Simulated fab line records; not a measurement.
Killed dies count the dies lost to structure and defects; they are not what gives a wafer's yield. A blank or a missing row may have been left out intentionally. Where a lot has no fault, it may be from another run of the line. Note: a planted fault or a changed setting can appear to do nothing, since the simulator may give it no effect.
A struck lot beside a sound one / flow sky130 / 15 out of 708 route steps
Sound: the wafers L722.2, L722.3, L722.4. Struck: wafers L727.1, L727.2, L727.6. The cause is given at the end.
At each step with rows: each side's tool, then ch and its chambers, then its first start. Under that, the readings that differ: sound wafers / struck wafers / difference of the means / sigmas: that difference in standard deviations of wafers without a fault.
alike: a reading whose means differ by less than 2 such deviations, as well as words and numbers matching on both sides. not compared: withheld readings; readings where some wafer has no value; bounds like >300 that might hide an equal value; numbers whose values overlap and for which the record gives no deviation.
A row with sigmas, a row that says differs or no value, or rows on one side alone: a step with any of these is where the two part. Numbers that have no deviation but don't overlap get no sigmas and don't part them. Lack of a reading on every wafer of one side parts them only where that side has two or more wafers.

first, 4 steps without rows for these wafers: SKY_RES_XHIGH_EXPOSE_04 (exposes mask URPM, target cd 1270 nm); SKY_RES_XHIGH_PEB_05; SKY_RES_XHIGH_DEVELOP_06 (develop time 60 s); SKY_RES_XHIGH_IMPLANT_07.
SKY_RES_XHIGH_STRIP_08: strips in O2/N2.
  sound on plasma asher-01 ch 0,1, day 26 10:19; struck on plasma asher-01 ch 0,1, day 28 04:40
  alike: drypump motor current A, oes product au, strip time to endpoint s
  not compared: rf hours counter h
SKY_RES_XHIGH_TW_MEAS_09:
  sound: film metro-02 at day 26 10:25; struck: film metro-02 at day 28 04:46
  alike: RES_XHIGH_TW
then, 6 steps without rows for these wafers: SKY_SD_N_DEHYDRATE_00 (time 60 s); SKY_SD_N_HMDS_01 (prime time 60 s); SKY_SD_N_COAT_02 (resist thk 1140 nm); SKY_SD_N_SOFTBAKE_03 (time 60 s); SKY_SD_N_EXPOSE_04 (exposes mask NSDM, target cd 380 nm); SKY_SD_N_PEB_05.
SKY_SD_N_DEVELOP_06: develop time 60 s.
  sound on litho track-01 ch 0, day 27 16:08; struck on litho track-04 ch 0, day 29 10:01
reading=developer temp C (C); sound=23.05 22.77 23.03; struck=21.96 22.21 22.08; difference=-0.87; sigmas=-9
  alike: resist line temp C
SKY_SD_N_CD_MEAS_07: the cd target is 380 nm.
  sound: cd sem-02 at day 27 16:17; struck: cd sem-02 at day 29 10:10
reading=cd nm (nm); sound=378.8 376.6 381.9; struck=386.4 385.7 384.5; difference=+6.4; sigmas=+3
following that, these wafers have no rows for 1 step: SKY_PAD_OPEN_PROBE_99.

WHERE THEY PART
At SKY_SD_N_DEVELOP_06 first; at SKY_SD_N_CD_MEAS_07 last (within this record only).

WHY: what had been put in by the simulator
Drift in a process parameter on litho track-04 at SKY_SD_N_DEVELOP_06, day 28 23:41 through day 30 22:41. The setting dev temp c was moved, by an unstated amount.
